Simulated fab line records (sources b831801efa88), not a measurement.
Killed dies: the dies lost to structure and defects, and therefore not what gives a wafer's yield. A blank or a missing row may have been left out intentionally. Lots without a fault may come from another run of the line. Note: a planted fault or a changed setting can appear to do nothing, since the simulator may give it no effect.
Which of the tools did it? -- flow sky130 -- 12 lots with 36 wafers sampled at 4 steps, on a route of 708 steps

== WHAT EACH GAUGE READ, for each wafer ==
SKY_PWDE_OVL_MEAS_07. Usual: for PWDE_OVL the level is -0.3 nm and the standard deviation is 1.3.
lot,measured,on,PWDE_OVL (nm),flag
L160,day 3 23:57,overlay-01,0.3 -0.3 0.4,
L161,day 4 00:18,overlay-01,0.8 0.0 0.0,
L162,day 4 10:01,overlay-02,2.0 1.9 -0.2,
L167,day 5 18:12,overlay-01,-0.6 0.0 -0.4,
L166,day 5 19:16,overlay-01,1.5 0.9 -0.8,
L169,day 6 11:35,overlay-02,-0.3 -1.9 -1.0,
L170,day 6 11:56,overlay-01,1.3 0.3 -0.3,
L171,day 6 12:16,overlay-01,-3.3 -3.5 -0.6,
L173,day 7 10:09,overlay-02,-1.0 0.3 0.4,
L180,day 8 13:46,overlay-02,2.3 -0.9 -0.4,
L182,day 9 01:05,overlay-02,1.1 0.0 -0.4,
L183,day 9 06:07,overlay-01,1.1 -1.0 0.5,

SKY_VT_ADJUST_LVTN_OVL_MEAS_18. Usual: for VT_ADJUST_LVTN_01_OVL the level is -0.5 nm and the standard deviation is 1.5.
lot,measured,on,VT_ADJUST_LVTN_01_OVL (nm),flag
L160,day 7 18:32,overlay-01,-1.9 -1.2 -0.2,
L161,day 7 19:35,overlay-01,-1.3 -0.7 -0.7,
L162,day 8 07:28,overlay-01,-1.7 -1.8 -2.0,
L167,day 9 23:41,overlay-02,0.7 -1.5 1.6,
L166,day 10 01:15,overlay-02,0.2 1.1 1.6,
L169,day 10 22:29,overlay-01,272.4 273.4 273.5,OFF
L170,day 10 22:47,overlay-02,272.4 271.4 271.5,OFF
L171,day 10 23:06,overlay-01,271.2 272.0 270.0,OFF
L173,day 12 01:17,overlay-02,275.3 273.6 275.2,OFF
L180,day 13 09:35,overlay-02,-1.1 -0.2 -1.9,
L182,day 13 23:43,overlay-01,-2.5 -3.9 -1.5,
L183,day 14 07:22,overlay-02,-0.3 1.6 -0.9,

SKY_VT_ADJUST_HVTR_OVL_MEAS_08. Usual: for VT_ADJUST_HVTR_OVL the level is 0.1 nm and the standard deviation is 1.5.
lot,measured,on,VT_ADJUST_HVTR_OVL (nm),flag
L160,day 9 13:01,overlay-02,1.3 0.9 1.9,
L161,day 9 13:47,overlay-01,-0.4 -1.4 0.7,
L162,day 10 03:42,overlay-02,-0.5 -0.8 -1.0,
L167,day 11 23:10,overlay-02,-0.8 -1.3 -0.8,
L166,day 12 01:05,overlay-01,0.5 0.3 0.8,
L169,day 12 22:14,overlay-02,0.0 -1.3 -1.4,
L170,day 12 22:51,overlay-01,0.7 3.0 2.0,
L171,day 12 23:26,overlay-02,1.3 0.6 1.4,
L173,day 14 02:41,overlay-01,-1.9 -0.8 -0.4,
L180,day 15 14:48,overlay-02,0.0 0.5 -0.7,
L182,day 16 06:43,overlay-01,-1.1 0.6 -2.1,
L183,day 16 14:59,overlay-01,-3.6 -1.6 -0.4,

== EACH LOT AND THE TOOL THAT RAN IT (in order: tool; ch and the chambers of the sampled wafers; start) ==
lot,SKY_VT_ADJUST_LVTN_EXPOSE_15
L160,"iline stepper-02 ch 0, day 7 08:58"
L161,"iline stepper-01 ch 0, day 7 10:11"
L162,"iline stepper-01 ch 0, day 7 21:26"
L167,"iline stepper-01 ch 0, day 9 12:56"
L166,"iline stepper-02 ch 0, day 9 14:26"
L169,"iline stepper-02 ch 0, day 10 11:04"
L170,"iline stepper-02 ch 0, day 10 11:32"
L171,"iline stepper-02 ch 0, day 10 12:18"
L173,"iline stepper-02 ch 0, day 11 13:53"
L180,"iline stepper-01 ch 0, day 12 20:56"
L182,"iline stepper-01 ch 0, day 13 11:25"
L183,"iline stepper-01 ch 0, day 13 18:52"
- SKY_VT_ADJUST_LVTN_EXPOSE_15: exposes mask HVN STD DERIVED, target cd 600 nm.

== AS READ BY THE TOOLS THEMSELVES (means over the sampled wafers that have a number; for cases with no such wafer, the mark the record gives instead) ==
SKY_VT_ADJUST_LVTN_EXPOSE_15. Usual: focus offset nm -0.1 nm, standard deviation 0.5.
lot,tool,focus offset nm (nm),flag
L160,iline stepper-02,-0.2,
L161,iline stepper-01,0.1,
L162,iline stepper-01,0.1,
L167,iline stepper-01,-1.0,
L166,iline stepper-02,0.2,
L169,iline stepper-02,0.3,
L170,iline stepper-02,0.1,
L171,iline stepper-02,-0.6,
L173,iline stepper-02,-0.2,
L180,iline stepper-01,-0.3,
L182,iline stepper-01,-0.4,
L183,iline stepper-01,0.6,

== THE ANSWER, worked out from the rows above alone ==
Rule: a lot is off if the mean of its wafers that have a number lies more than 3 standard deviations from the usual mean. A lot without any number at a reading at which 4 lots or more have one is off too. The other lots that the step has rows for count as sound. Order of review: gauges by route order, followed by the tools' own readings, for which a lot's mean as printed above is used. The first step at which some lot is off is used, and at that step the reading that is off furthest; a lot without a number counts as furthest.
Off: L169, L170, L171, L173, at SKY_VT_ADJUST_LVTN_OVL_MEAS_18 (VT_ADJUST_LVTN_01_OVL).
A tool fits if, at a process step before that reading, it ran every lot that is off, and no sound lot after the first of them. Those tools and the gauges at SKY_VT_ADJUST_LVTN_OVL_MEAS_18 are tried in the same way. One candidate fits, namely iline stepper-02 at SKY_VT_ADJUST_LVTN_EXPOSE_15. A fault onset in the window from L166 (day 9 14:26, its last sound lot) to L169 (day 10 11:04, its first lot off) fits.

== WHAT THE SIMULATOR HAD INSERTED ==
Scanner matching overlay: iline stepper-02, from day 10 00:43 on, at SKY_VT_ADJUST_LVTN_EXPOSE_15. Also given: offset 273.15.
Struck lots among those shown: L169, L170, L171, L173. This agrees with what the rule above found.
